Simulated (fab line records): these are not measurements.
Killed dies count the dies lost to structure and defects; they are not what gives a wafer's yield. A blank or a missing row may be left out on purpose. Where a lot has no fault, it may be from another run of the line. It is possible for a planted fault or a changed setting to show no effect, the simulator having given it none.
fab line records	flow sky130
record lots=7	wafers=21	last_day=49
route steps=708 shown CONTACT@418 METAL1@434 PAD_OPEN@708
lots with no fault: from the same line, run without faults
start_h: the number of hours between the record's first day and the start of the first shown wafer of the lot	wait_h: time in hours since the lot's previous step	" the same as in the row above	L1.1+2: several wafers, shown together as one row	- either no value or no given start	* or withheld: withheld	< > ~ a bound
route shown NAME@n: a module of which the file shows steps, and the number in the route of the first	usual: mean/standard deviation taken from wafers without a fault	same: alike in all rows	chamber/n: place in a boat	sites: per-site readings	_std_site: standard deviation across them	_edge_site: the outer-site mean with the inner-site mean subtracted	radius_mm: for every site, how far away it sits from the centre of the wafer	mask NAME#n: copy n	behind: tool/chamber where the wafer was last shaped	hold: cause of the lot's hold/its duration in hours/its outcome	device: names the non-switching transistor (n, p or np)	end of line: tests run on the same wafers once the route is complete	a step with no rows: only its recipe	killed: count of dies lost to structure and defects at first sort (not the wafer's yield)	map: per-die view of a wafer (x killed, . not killed, _ where there is no die)
set.NAME: the run value of the setting; set.NAME@STEP: its run value at that earlier step	model.NAME: the simulator's own value behind a step, which no gauge read
lots seen at some steps along the route; tables by step, rows by wafer
services: a tool's chamber out of use, with start hour (start_h, from the record's first day; less than 0 if before it), hours out, and reason
## steps
# step SKY_CONTACT_PEB_12
# recipe peb_temp_c=withheld	peb_time_s=withheld	resist=KrF-thick
# step SKY_CONTACT_DEVELOP_13
# recipe develop_time_s=60	resist=KrF-thick	dev_temp_c=21
# step SKY_CONTACT_CD_MEAS_14
# recipe target_cd_nm=170
# usual cd_nm=170.6/1.4
lot.wafer	tool	chamber	start_h	wait_h	cd_nm
L194.1	cd_sem-02	-	737.76	-	170.8
L194.4	"	-	"	"	171.6
L194.5	"	-	"	"	172.7
L199.1	cd_sem-02	-	787.76	-	171.9
L199.3	"	-	"	"	170.3
L199.4	"	-	"	"	170.5
L201.2	cd_sem-02	-	794.87	-	169.2
L201.3	"	-	"	"	169.8
L201.6	"	-	"	"	168.5
L202.1	cd_sem-01	-	798.76	-	171.3
L202.2	"	-	"	"	170.5
L202.3	"	-	"	"	171.3
L203.4	cd_sem-02	-	809.06	-	171.8
L203.5	"	-	"	"	172.5
L203.6	"	-	"	"	171.3
L209.2	cd_sem-01	-	847.93	-	170.9
L209.3	"	-	"	"	172.0
L209.4	"	-	"	"	172.2
L211.1	cd_sem-02	-	868.10	-	170.4
L211.2	"	-	"	"	170.2
L211.6	"	-	"	"	169.5
# step SKY_CONTACT_OVL_MEAS_15
# usual CONTACT_OVL=-4/5.5
lot.wafer	tool	chamber	start_h	wait_h	CONTACT_OVL[nm]
L194.1	overlay-01	-	737.88	0.1	2
L194.4	"	-	"	"	2
L194.5	"	-	"	"	1
L199.1	overlay-02	-	787.88	0.1	4
L199.3	"	-	"	"	-2
L199.4	"	-	"	"	-1
L201.2	overlay-02	-	794.98	0.1	-11
L201.3	"	-	"	"	-15
L201.6	"	-	"	"	-12
L202.1	overlay-02	-	798.88	0.1	-3
L202.2	"	-	"	"	-12
L202.3	"	-	"	"	-4
L203.4	overlay-01	-	809.14	0.1	-11
L203.5	"	-	"	"	-20
L203.6	"	-	"	"	-14
L209.2	overlay-02	-	848.04	0.1	1
L209.3	"	-	"	"	8
L209.4	"	-	"	"	-1
L211.1	overlay-02	-	868.22	0.1	-5
L211.2	"	-	"	"	-3
L211.6	"	-	"	"	-3
# step SKY_CONTACT_ETCH_16
# recipe chemistry=N2/H2	target=BARC	ion_energy_ev=200	source_w=500	bias_w=100	pressure_mtorr=30	n2_flow_sccm=100	h2_flow_sccm=200	stop_on=SiO2	time_s=45.9	target_depth_a=600
# usual drypump_motor_current_A=5.8/0.48	oes_product_au=0.855/0.0047	throttle_valve_pct=13.225/0.0092
lot.wafer	tool	chamber	start_h	wait_h	drypump_motor_current_A	oes_product_au	rf_hours_counter_h	throttle_valve_pct
L194.1	rie_diel-02	3	737.92	0.0	5.3	0.859	15	13.220
L194.4	"	0	"	"	5.3	0.862	22	13.236
L194.5	"	1	"	"	6.6	0.854	-	13.222
L199.1	rie_diel-01	3	787.92	0.0	5.3	0.857	10	13.212
L199.3	"	0	"	"	5.7	0.857	20	13.232
L199.4	"	2	"	"	5.4	0.849	23	13.218
L201.2	rie_diel-02	2	795.01	0.0	5.8	0.855	6	13.224
L201.3	"	1	"	"	6.6	0.854	5	13.247
L201.6	"	1	"	"	6.6	0.855	-	13.234
L202.1	rie_diel-04	0	798.92	0.0	6.5	0.852	3	13.226
L202.2	"	1	"	"	5.7	0.870	15	13.223
L202.3	"	2	"	"	5.2	0.857	10	13.211
L203.4	rie_diel-04	3	809.16	0.0	6.2	0.859	12	13.220
L203.5	"	3	"	"	6.2	0.847	-	13.230
L203.6	"	0	"	"	6.5	0.851	-	13.233
L209.2	rie_diel-02	1	848.07	0.0	6.6	0.861	7	13.226
L209.3	"	2	"	"	5.8	0.852	8	13.222
L209.4	"	0	"	"	5.3	0.855	26	13.243
L211.1	rie_diel-02	1	868.26	0.0	6.6	0.857	8	13.195
L211.2	"	3	"	"	5.3	0.858	19	13.200
L211.6	"	1	"	"	6.6	0.853	-	13.219
# step SKY_CONTACT_ETCH_17
# recipe target=SiO2	chemistry=C4F8/O2/Ar	stop_on=Si3N4	mask_material=KrF-thick	source_w=1500	bias_w=1200	pressure_mtorr=40	c4f8_flow_sccm=withheld	O2_flow_sccm=6	Ar_flow_sccm=300	time_s=withheld	target_depth_a=3400
# step SKY_CONTACT_ETCH_18
# recipe target=Si3N4	chemistry=CHF3/O2	stop_on=TiN	source_w=600	bias_w=200	pressure_mtorr=40	chf3_flow_sccm=50	O2_flow_sccm=5	time_s=39	target_depth_a=750
# usual drypump_motor_current_A=5.8/0.48	oes_product_au=0.855/0.0087	throttle_valve_pct=8.794/0.0088
lot.wafer	tool	chamber	start_h	wait_h	drypump_motor_current_A	oes_product_au	rf_hours_counter_h	throttle_valve_pct
L194.1	rie_diel-02	3	-	-	5.3	0.853	15	8.787
L194.4	"	0	"	"	5.2	0.864	23	8.783
L194.5	"	1	"	"	6.6	0.868	-	8.800
L199.1	rie_diel-01	3	-	-	5.3	0.861	10	8.807
L199.3	"	0	"	"	5.7	0.856	20	8.803
L199.4	"	2	"	"	5.4	0.851	23	8.793
L201.2	rie_diel-02	2	-	-	5.8	0.862	6	8.767
L201.3	"	1	"	"	6.6	0.863	6	8.793
L201.6	"	1	"	"	6.6	0.861	-	8.792
L202.1	rie_diel-04	0	-	-	6.5	0.844	3	8.788
L202.2	"	1	"	"	5.7	0.841	15	8.788
L202.3	"	2	"	"	5.2	0.839	10	8.797
L203.4	rie_diel-04	3	-	-	6.2	0.858	13	8.793
L203.5	"	3	"	"	6.2	0.847	-	8.789
L203.6	"	0	"	"	6.5	0.847	-	8.793
L209.2	rie_diel-02	1	-	-	6.6	0.842	7	8.789
L209.3	"	2	"	"	5.8	0.855	8	8.780
L209.4	"	0	"	"	5.2	0.857	26	8.790
L211.1	rie_diel-02	1	-	-	6.6	0.841	8	8.789
L211.2	"	3	"	"	5.3	0.850	19	8.785
L211.6	"	1	"	"	6.6	0.854	-	8.802
# step SKY_CONTACT_STRIP_19
# recipe chemistry=O2/N2	power_w=1400	pressure_mtorr=1500	platen_temp_c=withheld	o2_flow_sccm=3000	n2_flow_sccm=300	overash_fraction=0.5
# usual drypump_motor_current_A=5.8/0.58	oes_product_au=0.380/0.0046	strip_time_to_endpoint_s=3.62/0.035
lot.wafer	tool	chamber	start_h	wait_h	drypump_motor_current_A	oes_product_au	rf_hours_counter_h	strip_time_to_endpoint_s
L194.1	plasma_asher-03	0	738.05	-	6.6	0.387	23	3.65
L194.4	"	0	"	"	6.5	0.376	-	3.66
L194.5	"	1	"	"	6.0	0.383	-	3.64
L199.1	plasma_asher-01	0	788.05	-	5.5	0.382	104	3.62
L199.3	"	1	"	"	5.1	0.380	-	3.57
L199.4	"	0	"	"	5.5	0.375	-	3.56
L201.2	plasma_asher-04	1	795.14	-	6.4	0.379	5	3.63
L201.3	"	1	"	"	6.4	0.387	-	3.65
L201.6	"	1	"	"	6.4	0.383	-	3.61
L202.1	plasma_asher-01	1	799.05	-	5.2	0.383	106	3.62
L202.2	"	0	"	"	5.5	0.373	106	3.59
L202.3	"	1	"	"	5.2	0.380	-	3.65
L203.4	plasma_asher-04	1	809.32	-	6.4	0.382	-	3.65
L203.5	"	0	"	"	5.1	0.389	-	3.62
L203.6	"	1	"	"	6.4	0.385	-	3.60
L209.2	plasma_asher-03	0	848.20	-	6.6	0.381	34	3.65
L209.3	"	0	"	"	6.5	0.377	-	3.65
L209.4	"	1	"	"	6.0	0.383	-	3.65
L211.1	plasma_asher-03	0	868.39	-	6.5	0.384	36	3.65
L211.2	"	1	"	"	6.1	0.385	36	3.67
L211.6	"	1	"	"	6.0	0.389	-	3.64
# step SKY_CONTACT_STRIP_20
# recipe chemistry=post_etch_residue_remover	time_s=1200	temp_c=72.5
# step SKY_CONTACT_CLEAN_21
# recipe chemistry=IPA	time_s=180	temp_c=25
# step SKY_CONTACT_CLEAN_22
# recipe chemistry=O3/DIW	dry=n2_spin
# step SKY_CONTACT_SPUTTER_23
# recipe material=TiN	target_thk_nm=20	chamber_pressure_pa=5	power_w=4000	time_s=80
# usual throttle_valve_pct=30.0/0.72
lot.wafer	tool	chamber	start_h	wait_h	throttle_valve_pct
L194.1	pvd_sputter-03	-	738.64	0.0	29.8
L194.4	"	-	"	"	30.4
L194.5	"	-	"	"	29.5
L199.1	pvd_sputter-04	-	788.67	0.0	30.1
L199.3	"	-	"	"	28.8
L199.4	"	-	"	"	30.9
L201.2	pvd_sputter-03	-	795.82	0.0	28.7
L201.3	"	-	"	"	30.9
L201.6	"	-	"	"	29.8
L202.1	pvd_sputter-02	-	800.07	0.0	29.6
L202.2	"	-	"	"	29.9
L202.3	"	-	"	"	31.3
L203.4	pvd_sputter-04	-	810.44	0.0	28.8
L203.5	"	-	"	"	30.0
L203.6	"	-	"	"	30.4
L209.2	pvd_sputter-03	-	848.80	0.0	30.6
L209.3	"	-	"	"	28.7
L209.4	"	-	"	"	29.3
L211.1	pvd_sputter-02	-	869.04	0.0	29.3
L211.2	"	-	"	"	30.7
L211.6	"	-	"	"	29.7
# step SKY_CONTACT_CVD_24
# recipe material=W	target_thk_nm=340	time_s=102.12	temp_c=400	pressure_torr=40
# usual heater_power_w=856/42	susceptor_temp_C=399.97/0.25
lot.wafer	tool	chamber	start_h	wait_h	heater_power_w	susceptor_temp_C	model.W_of_CONTACT_CVD_24.thk_nm
L194.1	cvd_w-02	0	738.70	0.0	877	399.68	332.2
L194.4	"	1	"	"	953	399.97	335.1
L194.5	"	0	"	"	840	400.08	334.2
L199.1	cvd_w-01	1	788.73	0.0	834	400.40	343.8
L199.3	"	1	"	"	820	399.96	343.8
L199.4	"	0	"	"	864	399.95	340.3
L201.2	cvd_w-01	1	795.88	0.0	819	400.36	260.6
L201.3	"	0	"	"	856	399.87	255.9
L201.6	"	0	"	"	855	399.70	257
L202.1	cvd_w-01	1	800.13	0.0	832	399.81	254.5
L202.2	"	0	"	"	859	399.77	252.7
L202.3	"	0	"	"	845	399.78	250.2
L203.4	cvd_w-01	0	810.54	0.1	864	399.92	252.5
L203.5	"	1	"	"	814	399.35	258.2
L203.6	"	0	"	"	863	399.74	251.7
L209.2	cvd_w-02	1	848.86	0.0	935	400.22	335.5
L209.3	"	1	"	"	930	399.59	335.2
L209.4	"	0	"	"	857	399.99	331.4
L211.1	cvd_w-02	0	869.11	0.0	836	399.43	333.4
L211.2	"	0	"	"	829	399.86	334.9
L211.6	"	0	"	"	837	399.89	336.8
# step SKY_CONTACT_RS_MEAS_25
# recipe thk_meas_gauge=four-point-probe	reads=W_of_CONTACT_CVD_24+TiN_of_CONTACT_SPUTTER_23
# usual CONTACT_W_RS=0.339/0.0044
lot.wafer	tool	chamber	start_h	wait_h	CONTACT_W_RS[ohm/sq]
L194.1	film_metro-01	-	738.81	0.1	0.345
L194.4	"	-	"	"	0.342
L194.5	"	-	"	"	0.343
L199.1	film_metro-02	-	788.84	0.1	0.333
L199.3	"	-	"	"	0.334
L199.4	"	-	"	"	0.338
L201.2	film_metro-04	-	796.01	0.1	0.443
L201.3	"	-	"	"	0.451
L201.6	"	-	"	"	0.449
L202.1	film_metro-01	-	800.24	0.1	0.452
L202.2	"	-	"	"	0.456
L202.3	"	-	"	"	0.460
L203.4	film_metro-02	-	810.68	0.1	0.457
L203.5	"	-	"	"	0.445
L203.6	"	-	"	"	0.458
L209.2	film_metro-01	-	848.99	0.1	0.342
L209.3	"	-	"	"	0.342
L209.4	"	-	"	"	0.346
L211.1	film_metro-02	-	869.33	0.2	0.344
L211.2	"	-	"	"	0.342
L211.6	"	-	"	"	0.341
# step SKY_CONTACT_THK_MEAS_26
# recipe thk_meas_gauge=xrf	reads=W_of_CONTACT_CVD_24
# usual CONTACT_W_THK=340/5
lot.wafer	tool	chamber	start_h	wait_h	CONTACT_W_THK[nm]
L194.1	film_metro-01	-	738.93	0.1	337
L194.4	"	-	"	"	341
L194.5	"	-	"	"	340
L199.1	film_metro-02	-	788.96	0.1	339
L199.3	"	-	"	"	341
L199.4	"	-	"	"	336
L201.2	film_metro-04	-	796.12	0.1	263
L201.3	"	-	"	"	258
L201.6	"	-	"	"	259
L202.1	film_metro-01	-	800.36	0.1	260
L202.2	"	-	"	"	258
L202.3	"	-	"	"	254
L203.4	film_metro-02	-	810.77	0.1	252
L203.5	"	-	"	"	257
L203.6	"	-	"	"	250
L209.2	film_metro-01	-	849.10	0.1	336
L209.3	"	-	"	"	337
L209.4	"	-	"	"	334
L211.1	film_metro-02	-	869.45	0.1	330
L211.2	"	-	"	"	332
L211.6	"	-	"	"	333
# step SKY_CONTACT_CMP_27
# recipe stop_on=SiO2	t_overpolish_s=15	down_force_psi=3.5	platen_rpm=60	target_thk_nm=0	pad_velocity_m_s=0.94248
# usual motor_current_A=11.0/1.1	slurry_flow_ml_min=150.0/0.46	time_to_endpoint_s=83/3.7
lot.wafer	tool	chamber	start_h	wait_h	motor_current_A	slurry_flow_ml_min	time_to_endpoint_s
L194.1	cmp-02	3	738.99	0.1	9.3	150.5	86
L194.4	"	2	"	"	11.5	149.8	82
L194.5	"	0	"	"	9.8	149.4	83
L199.1	cmp-01	3	789.02	0.1	12.4	150.0	88
L199.3	"	0	"	"	10.8	150.6	80
L199.4	"	1	"	"	12.5	150.9	87
L201.3	cmp-02	0	796.22	0.1	10.4	149.7	63
L201.2	"	1	"	"	11.6	149.6	64
L201.6	"	3	"	"	9.5	150.5	67
L202.1	cmp-02	3	800.42	0.1	8.7	150.4	68
L202.3	"	0	"	"	10.8	150.6	67
L202.2	"	1	"	"	11.5	150.5	65
L203.4	cmp-01	1	810.95	0.2	13.2	149.7	67
L203.6	"	2	"	"	10.9	149.1	59
L203.5	"	3	"	"	12.7	149.9	71
L209.2	cmp-02	1	849.15	0.0	11.8	149.9	88
L209.3	"	3	"	"	9.4	149.9	85
L209.4	"	0	"	"	9.9	149.2	82
L211.2	cmp-02	2	869.51	0.0	12.0	149.6	81
L211.1	"	3	"	"	9.2	150.2	84
L211.6	"	3	"	"	9.7	150.4	84
# step SKY_METAL1_SPUTTER_00
# recipe material=Ti	target_thk_nm=15	power_w=3000	time_s=10	chamber_pressure_pa=0.4
# usual throttle_valve_pct=30.4/0.95
lot.wafer	tool	chamber	start_h	wait_h	throttle_valve_pct
L194.1	pvd_sputter-02	-	739.29	0.2	30.0
L194.4	"	-	"	"	30.7
L194.5	"	-	"	"	29.8
L199.1	pvd_sputter-01	-	789.32	0.2	31.2
L199.3	"	-	"	"	29.6
L199.4	"	-	"	"	32.4
L201.2	pvd_sputter-04	-	796.47	0.1	30.9
L201.3	"	-	"	"	30.7
L201.6	"	-	"	"	28.9
L202.1	pvd_sputter-04	-	800.72	0.2	31.0
L202.2	"	-	"	"	30.1
L202.3	"	-	"	"	30.6
L203.4	pvd_sputter-01	-	811.10	0.1	30.8
L203.5	"	-	"	"	31.4
L203.6	"	-	"	"	29.6
L209.2	pvd_sputter-04	-	849.45	0.2	30.2
L209.3	"	-	"	"	30.6
L209.4	"	-	"	"	29.0
L211.1	pvd_sputter-04	-	869.81	0.2	30.4
L211.2	"	-	"	"	30.8
L211.6	"	-	"	"	31.0
# step SKY_PAD_OPEN_PROBE_99
# usual killed_at_M0_to_M3=43/6.8	killed_at_M4_up=3.1/1.6	killed_at_contacts=24/5.4	killed_at_front_end=16/4.4	killed_at_other=0.2/0.48	killed_dies=87/8.8	killed_open=48/6.4	killed_short=39/6.2
# same gross_dies=492	killed_at_back_side=0
lot.wafer	tool	chamber	start_h	wait_h	killed_at_M0_to_M3	killed_at_M4_up	killed_at_contacts	killed_at_front_end	killed_at_other	killed_dies	killed_open	killed_short
L194.1	prober-01	-	1078.46	0.1	40	2	29	20	0	91	46	45
L194.4	prober-01	-	1078.61	0.2	49	4	25	21	0	99	47	52
L194.5	prober-01	-	1078.66	0.2	39	5	20	17	0	81	33	48
L199.1	prober-01	-	1116.41	0.1	47	6	26	11	0	90	48	42
L199.3	prober-01	-	1116.51	0.2	52	4	20	9	0	85	56	29
L199.4	prober-01	-	1116.56	0.2	44	1	24	12	1	82	49	33
L201.2	prober-02	-	1123.96	0.1	40	4	24	13	0	81	44	37
L201.3	prober-02	-	1124.01	0.2	47	6	31	13	0	97	52	45
L201.6	prober-02	-	1124.16	0.2	48	4	25	16	0	93	54	39
L202.1	prober-01	-	1124.88	0.1	41	3	29	21	0	94	48	46
L202.2	prober-01	-	1124.93	0.1	37	3	36	19	0	95	50	45
L202.3	prober-01	-	1124.98	0.2	43	4	22	11	0	80	38	42
L203.4	prober-02	-	1135.02	0.2	44	3	20	17	1	85	49	36
L203.5	prober-02	-	1135.07	0.2	44	5	31	16	0	96	55	41
L203.6	prober-02	-	1135.12	0.2	37	6	35	16	0	94	50	44
L209.2	prober-02	-	1159.28	0.1	44	0	33	11	0	88	49	39
L209.3	prober-02	-	1159.33	0.2	37	5	28	23	0	93	46	47
L209.4	prober-02	-	1159.38	0.2	57	5	32	22	2	118	64	54
L211.1	prober-02	-	1174.79	0.1	39	2	26	16	0	83	45	38
L211.2	prober-02	-	1174.84	0.1	36	3	27	22	1	89	51	38
L211.6	prober-02	-	1175.04	0.2	35	4	34	13	0	86	46	40
# killed by level:class
L194.1 METAL2:geometric_particle:short=8 POLY_GATE:geometric_particle:open=7 CONTACT:geometric_particle:short=7 LI_CONTACT:geometric_particle:open=6 LOCAL_INTERCONNECT:geometric_particle:short=6 CONTACT:geometric_particle:open=6 VIA3:geometric_particle:open=6 FIELD_ISO:geometric_particle:open=4
L194.4 FIELD_ISO:geometric_particle:open=10 VIA3:geometric_particle:open=7 CONTACT:geometric_particle:open=7 CONTACT:geometric_particle:short=7 METAL1:geometric_particle:short=6 VIA1:geometric_particle:short=6 METAL2:geometric_particle:short=6 VIA2:geometric_particle:open=6
L194.5 METAL2:geometric_particle:short=11 FIELD_ISO:geometric_particle:short=8 CONTACT:geometric_particle:open=7 VIA1:geometric_particle:short=7 VIA2:geometric_particle:open=6 CONTACT:geometric_particle:short=5 VIA1:geometric_particle:open=5 VIA3:geometric_particle:open=5
L199.1 VIA1:geometric_particle:open=12 CONTACT:geometric_particle:open=10 LI_CONTACT:geometric_particle:open=7 POLY_GATE:geometric_particle:short=6 VIA2:geometric_particle:open=6 METAL4:geometric_particle:short=5 VIA2:geometric_particle:short=4 LI_CONTACT:geometric_particle:short=4
L199.3 VIA1:geometric_particle:open=20 CONTACT:geometric_particle:open=7 VIA3:geometric_particle:open=6 LI_CONTACT:geometric_particle:open=6 METAL1:geometric_particle:short=5 VIA2:geometric_particle:open=4 METAL4:geometric_particle:short=4 FIELD_ISO:geometric_particle:open=3
L199.4 VIA1:geometric_particle:open=12 LI_CONTACT:geometric_particle:open=8 METAL2:geometric_particle:short=7 CONTACT:geometric_particle:open=7 POLY_GATE:geometric_particle:open=5 VIA1:geometric_particle:short=5 VIA2:geometric_particle:open=5 VIA3:geometric_particle:open=5
L201.2 VIA1:geometric_particle:open=9 LI_CONTACT:geometric_particle:open=6 CONTACT:geometric_particle:open=6 METAL1:geometric_particle:short=6 VIA2:geometric_particle:open=6 METAL4:geometric_particle:short=4 LI_CONTACT:geometric_particle:short=4 CONTACT:geometric_particle:short=4
L201.3 LI_CONTACT:geometric_particle:open=10 LOCAL_INTERCONNECT:geometric_particle:short=8 METAL1:geometric_particle:short=8 METAL2:geometric_particle:short=8 VIA3:geometric_particle:open=8 VIA2:geometric_particle:open=6 CONTACT:geometric_particle:open=6 VIA1:geometric_particle:open=6
L201.6 CONTACT:geometric_particle:open=13 VIA2:geometric_particle:open=10 VIA1:geometric_particle:open=8 FIELD_ISO:geometric_particle:open=6 CONTACT:geometric_particle:short=5 VIA3:geometric_particle:open=5 METAL1:geometric_particle:short=5 VIA1:geometric_particle:short=5
L202.1 CONTACT:geometric_particle:open=9 VIA1:geometric_particle:open=9 POLY_GATE:geometric_particle:open=8 LOCAL_INTERCONNECT:geometric_particle:short=8 METAL1:geometric_particle:short=8 VIA2:geometric_particle:open=7 CONTACT:geometric_particle:short=6 VIA3:geometric_particle:open=6
L202.2 VIA1:geometric_particle:open=15 CONTACT:geometric_particle:open=10 CONTACT:geometric_particle:short=9 LOCAL_INTERCONNECT:geometric_particle:short=7 VIA2:geometric_particle:open=7 FIELD_ISO:geometric_particle:short=6 POLY_GATE:geometric_particle:short=5 LI_CONTACT:geometric_particle:open=5
L202.3 METAL1:geometric_particle:short=10 VIA3:geometric_particle:open=8 CONTACT:geometric_particle:open=6 LOCAL_INTERCONNECT:geometric_particle:short=5 VIA1:geometric_particle:open=5 FIELD_ISO:geometric_particle:short=4 LI_CONTACT:geometric_particle:open=4 CONTACT:geometric_particle:short=4
L203.4 CONTACT:geometric_particle:open=10 VIA1:geometric_particle:open=10 VIA2:geometric_particle:open=8 VIA1:geometric_particle:short=7 FIELD_ISO:geometric_particle:short=5 FIELD_ISO:geometric_particle:open=5 CONTACT:geometric_particle:short=4 METAL1:geometric_particle:short=4
L203.5 VIA1:geometric_particle:open=15 CONTACT:geometric_particle:open=9 LOCAL_INTERCONNECT:geometric_particle:short=7 METAL2:geometric_particle:short=7 FIELD_ISO:geometric_particle:open=6 VIA2:geometric_particle:open=6 CONTACT:geometric_particle:short=5 POLY_GATE:geometric_particle:open=4
L203.6 VIA1:geometric_particle:open=13 CONTACT:geometric_particle:open=12 LOCAL_INTERCONNECT:geometric_particle:short=10 VIA3:geometric_particle:open=6 FIELD_ISO:geometric_particle:open=5 LI_CONTACT:geometric_particle:open=5 METAL4:geometric_particle:short=5 VIA1:geometric_particle:short=5
L209.2 CONTACT:geometric_particle:open=11 VIA1:geometric_particle:open=11 VIA1:geometric_particle:short=8 LI_CONTACT:geometric_particle:open=7 VIA2:geometric_particle:open=6 LOCAL_INTERCONNECT:geometric_particle:short=5 CONTACT:geometric_particle:short=5 METAL2:geometric_particle:short=5
L209.3 VIA1:geometric_particle:open=12 POLY_GATE:geometric_particle:open=9 CONTACT:geometric_particle:open=7 LOCAL_INTERCONNECT:geometric_particle:short=6 CONTACT:geometric_particle:short=6 METAL1:geometric_particle:short=6 METAL2:geometric_particle:short=5 VIA2:geometric_particle:open=5
L209.4 METAL1:geometric_particle:short=12 VIA1:geometric_particle:open=12 LI_CONTACT:geometric_particle:open=10 POLY_GATE:geometric_particle:open=9 CONTACT:geometric_particle:open=8 VIA2:geometric_particle:open=8 LOCAL_INTERCONNECT:geometric_particle:short=6 CONTACT:geometric_particle:short=6
L211.1 CONTACT:geometric_particle:open=9 CONTACT:geometric_particle:short=7 VIA1:geometric_particle:open=7 VIA2:geometric_particle:open=6 VIA3:geometric_particle:open=6 POLY_GATE:geometric_particle:short=5 LI_CONTACT:geometric_particle:open=5 METAL1:geometric_particle:short=5
L211.2 VIA1:geometric_particle:open=10 CONTACT:geometric_particle:open=9 LI_CONTACT:geometric_particle:open=8 FIELD_ISO:geometric_particle:open=6 VIA1:geometric_particle:short=6 POLY_GATE:geometric_particle:short=5 LOCAL_INTERCONNECT:geometric_particle:short=4 VIA2:geometric_particle:open=4
L211.6 CONTACT:geometric_particle:open=10 CONTACT:geometric_particle:short=10 VIA1:geometric_particle:open=9 LI_CONTACT:geometric_particle:open=9 METAL2:geometric_particle:short=5 POLY_GATE:geometric_particle:short=4 VIA2:geometric_particle:short=4 FIELD_ISO:geometric_particle:open=3
## services
tool	chamber	start_h	hours	kind
rie_diel-02	0	715.33	5.7	repair
cvd_w-01	-	720.04	0.6	repair
cvd_w-01	1	722.38	1.3	repair
cvd_w-02	1	723.84	8.3	repair
pvd_sputter-04	-	743.89	18.3	repair
cmp-02	-	744.00	4.0	pm
cvd_w-02	-	750.49	2.8	pm
pvd_sputter-03	-	753.47	11.7	repair
plasma_asher-03	-	763.03	1.3	repair
rie_diel-04	2	767.37	5.5	repair
cmp-02	-	769.91	0.8	repair
pvd_sputter-04	-	770.24	3.4	repair
cmp-02	-	780.19	1.7	repair
rie_diel-02	0	792.60	5.5	repair
cvd_w-02	0	797.68	13.3	repair
rie_diel-02	3	799.76	14.3	repair
rie_diel-04	3	820.54	7.2	repair
cmp-02	-	821.38	4.5	pm
cvd_w-02	-	828.51	0.6	repair
pvd_sputter-04	-	836.84	2.4	repair
cvd_w-01	-	849.90	6.0	pm
cmp-02	-	850.99	2.2	repair
rie_diel-04	0	851.15	15.5	repair
rie_diel-02	0	867.23	4.6	repair
## key
first_sign step=SKY_CONTACT_RS_MEAS_25	reading=CONTACT_W_RS	direction=up	sigmas=26	usual=0.339	struck=0.452
effect step=SKY_CONTACT_THK_MEAS_26	reading=CONTACT_W_THK	direction=down	sigmas=16	usual=340	struck=257
effect step=SKY_CONTACT_CMP_27	reading=time_to_endpoint_s	direction=down	sigmas=4.8	usual=*	struck=*
model_effect step=SKY_CONTACT_CVD_24	value=W_of_CONTACT_CVD_24.thk_nm	without=337.6	struck=254.8
met_at SKY_CONTACT_CVD_24
struck_wafers L201.2,L201.3,L201.6,L202.1,L202.2,L202.3,L203.4,L203.5,L203.6
tester_left_out L201,L202,L203
onset_between 788.73 795.88
fault kind=process_parameter_drift	tool=cvd_w-01	chamber=-	onset_h=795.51	steps=SKY_CONTACT_CVD_24	channel=target_thk_nm	offset=-82.822	shape=step	end_h=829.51	acts_in=these_recipes_only	stated=340
# tester_left_out: of these lots the tester's yield and bins aren't shown, on N5 and GAA mostly nor the transistor test; their killed dies are dies lost to structure and defects alone, not to doping, threshold or leakage, so they don't give the yield
